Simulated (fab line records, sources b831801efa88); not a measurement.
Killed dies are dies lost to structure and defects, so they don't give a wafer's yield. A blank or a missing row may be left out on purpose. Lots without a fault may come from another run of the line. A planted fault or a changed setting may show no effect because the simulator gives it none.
Which tool did it? | flow gf180mcu | 7 lots, 21 wafers sampled, at 2 steps of a route of 602

WHAT THE GAUGES READ, wafer by wafer
GF_M5_OVL_MEAS_08.
lot  | measured     | on         | M5_OVL (nm)
L129 | day 26 15:48 | overlay-01 | 7 14 7
L132 | day 27 15:17 | overlay-01 | 3 -7 -2
L135 | day 28 21:40 | overlay-01 | -7 -9 -7
L144 | day 30 22:50 | overlay-02 | -3 -1 -3
L146 | day 31 13:41 | overlay-02 | -1 7 0
L149 | day 32 07:02 | overlay-02 | 2 0 6
L151 | day 32 19:47 | overlay-02 | 6 3 1

WHICH TOOL RAN EACH LOT (tool, then ch and the chambers of the sampled wafers, then the start)
lot  | GF_MIM_STRIP_20
L129 | plasma_asher-03 ch 0,1, day 25 18:17
L132 | plasma_asher-02 ch 0,1, day 26 17:42
L135 | plasma_asher-04 ch 0,1, day 28 01:45
L144 | plasma_asher-04 ch 0,1, day 30 04:15
L146 | plasma_asher-02 ch 0,1, day 30 19:43
L149 | plasma_asher-04 ch 0,1, day 31 13:13
L151 | plasma_asher-03 ch 0,1, day 32 02:49
- GF_MIM_STRIP_20: strips in O2/N2.

THE ANSWER, worked out from the rows above alone
Rule: what is usual is taken from the lots themselves. Put in order of their means at a reading, lots are off if they are a third of the lots or fewer, leave a main group of 4 or more, and stand apart from it by a gap of 3 or more times the standard deviation of the main group's means; of several such gaps the widest counts. A main group whose means are all the same, to the digits that the tables above print for the reading, isn't used. A lot without any number at a reading at which 4 lots or more have one is off too. The other lots that the step has rows for count as sound.
No lot is off at any reading shown: from this, nothing can be told.

WHAT THE SIMULATOR HAD PUT IN
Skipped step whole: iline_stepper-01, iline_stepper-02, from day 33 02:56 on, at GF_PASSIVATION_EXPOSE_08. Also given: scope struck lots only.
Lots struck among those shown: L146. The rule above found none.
